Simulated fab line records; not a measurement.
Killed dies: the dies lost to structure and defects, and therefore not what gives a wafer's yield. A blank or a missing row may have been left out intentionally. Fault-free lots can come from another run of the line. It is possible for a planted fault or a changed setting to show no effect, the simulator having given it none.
Which tool did it? | flow sky130 | Sampling: 7 lots, 21 wafers, 4 of 708 route steps

== WHAT THE GAUGES SHOWED, per wafer ==
SKY_VIA2_CD_MEAS_12 targets a cd of 200 nm.
lot  | measured     | on        | cd nm (nm)
L363 | day 36 16:49 | cd sem-01 | 199.0 199.7 199.4
L365 | day 37 13:25 | cd sem-02 | 199.3 199.6 199.2
L367 | day 38 00:42 | cd sem-02 | 199.2 200.4 199.7
L373 | day 39 23:10 | cd sem-02 | 172.3 200.9 199.4
L377 | day 41 00:09 | cd sem-02 | 199.9 199.8 200.4
L382 | day 42 07:08 | cd sem-02 | 199.3 199.0 199.8
L384 | day 42 20:32 | cd sem-02 | 199.1 200.1 200.1

== WHAT TOOL EACH LOT RAN ON (gives the tool, then ch and the chambers of the sampled wafers, and finally the start) ==
lot  | SKY_LOCAL_INTERCONNECT_METAL_ETCH_14 | SKY_METAL1_STRIP_20                  | SKY_VIA2_EXPOSE_09
L363 | rie metal-03 ch 0,1, day 30 20:26    | plasma asher-03 ch 0,1, day 33 06:04 | krf scanner-01 ch 0, day 36 03:52
L365 | rie metal-03 ch 0,1, day 31 19:39    | plasma asher-01 ch 0,1, day 34 04:31 | krf scanner-01 ch 0, day 37 00:59
L367 | rie metal-03 ch 0,1, day 32 04:59    | plasma asher-01 ch 0,1, day 34 14:59 | krf scanner-02 ch 0, day 37 11:54
L373 | rie metal-03 ch 0,1, day 34 07:38    | plasma asher-03 ch 0,1, day 36 15:45 | krf scanner-02 ch 0, day 39 10:44
L377 | rie metal-03 ch 0,1, day 35 11:26    | plasma asher-02 ch 0,1, day 37 17:22 | krf scanner-01 ch 0, day 40 12:17
L382 | rie metal-01 ch 0,1, day 36 19:41    | plasma asher-01 ch 1, day 39 02:02   | krf scanner-01 ch 0, day 41 19:14
L384 | rie metal-02 ch 0,1, day 37 10:44    | plasma asher-01 ch 0,1, day 39 17:18 | krf scanner-01 ch 0, day 42 09:30
- SKY_LOCAL_INTERCONNECT_METAL_ETCH_14: etches TiN in Cl2/BCl3, stops on PSG, target depth 110 nm, time 31.4 s.
- SKY_METAL1_STRIP_20: strips in O2/N2.
- SKY_VIA2_EXPOSE_09: exposes mask VIM2, target cd 200 nm.

== THE ANSWER, worked out from the rows above alone ==
Rule: the usual values come from the lots themselves. Put in order of their means at a reading, lots are off if they are a third of the lots or fewer, leave a main group of 4 or more, and stand apart from it by a gap of 3 or more times the standard deviation of the main group's means; of several such gaps the widest counts. If all means in a main group match to the digits the tables above print for the reading, that group is not used. A lot without any number at a reading at which 4 lots or more have one is off too. The other lots that the step has rows for count as sound.
Off: L373 (SKY_VIA2_CD_MEAS_12, cd nm). For the main group the mean is 199.6 nm and the standard deviation 0.26.
If a tool, at a process step before that reading, ran all the lots that are off and no sound lot after the first of them, it fits. The gauges at SKY_VIA2_CD_MEAS_12 are tried like those tools. 2 tools fit, plasma asher-03 at SKY_METAL1_STRIP_20 and krf scanner-02 at SKY_VIA2_EXPOSE_09, so this cannot tell which one it is.

== WHAT THE SIMULATOR HAD PUT IN ==
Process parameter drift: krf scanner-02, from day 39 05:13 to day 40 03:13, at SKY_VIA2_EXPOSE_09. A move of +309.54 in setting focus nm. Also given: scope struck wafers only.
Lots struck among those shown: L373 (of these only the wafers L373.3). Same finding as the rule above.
